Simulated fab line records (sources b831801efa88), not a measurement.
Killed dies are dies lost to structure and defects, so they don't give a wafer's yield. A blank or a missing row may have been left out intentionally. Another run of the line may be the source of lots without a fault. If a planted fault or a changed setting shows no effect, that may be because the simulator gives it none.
Which tool is to blame? + flow gf180mcu + Sampling: 7 lots, 21 wafers, 2 of 602 route steps

WHAT THE GAUGES SHOWED, per wafer
GF_VT_IMPLANT_RS_MEAS_46: the measuring method here is four-point-probe.
| lot  | measured     | on            | MVSD_RS (ohm/sq)  |
|------|--------------|---------------|-------------------|
| L205 | day 8 01:51  | film-metro-04 | 456.2 453.7 455.6 |
| L207 | day 8 15:44  | film-metro-01 | 455.8 456.3 456.4 |
| L211 | day 9 19:37  | film-metro-01 | 456.5 457.7 455.4 |
| L214 | day 10 18:14 | film-metro-03 | 456.1 457.2 459.2 |
| L217 | day 11 09:30 | film-metro-01 | 456.3 457.1 457.7 |
| L224 | day 13 04:29 | film-metro-03 | 456.0 457.5 456.7 |
| L226 | day 13 19:32 | film-metro-01 | 455.8 455.6 455.2 |

WHAT TOOL EACH LOT RAN ON (gives the tool, then ch and the chambers of the sampled wafers, and finally the start)
| lot  | GF_MVSD_IMPLANT_09              |
|------|---------------------------------|
| L205 | implanter-02 ch 0, day 4 20:59  |
| L207 | implanter-02 ch 0, day 5 08:18  |
| L211 | implanter-03 ch 0, day 6 07:58  |
| L214 | implanter-03 ch 0, day 7 05:22  |
| L217 | implanter-04 ch 0, day 7 19:34  |
| L224 | implanter-02 ch 0, day 9 11:59  |
| L226 | implanter-04 ch 0, day 10 00:36 |
- GF_MVSD_IMPLANT_09

THE ANSWER, worked out from the rows above alone
Rule: usual is defined by the lots themselves. The widest of any qualifying gaps counts: lots, ordered by their means at a reading, are off when they make up no more than a third of the lots, leave a main group of 4 or more, and stand apart from it by 3 or more times the standard deviation of that group's means. The tables above print the reading to a certain number of digits; a main group whose means all agree to those digits is not used. Also off: a lot with no number at a reading for which 4 or more lots have one. All remaining lots with rows at the step are treated as sound.
None of the lots is off at any reading shown; this tells nothing.

WHAT WAS PUT IN BY THE SIMULATOR
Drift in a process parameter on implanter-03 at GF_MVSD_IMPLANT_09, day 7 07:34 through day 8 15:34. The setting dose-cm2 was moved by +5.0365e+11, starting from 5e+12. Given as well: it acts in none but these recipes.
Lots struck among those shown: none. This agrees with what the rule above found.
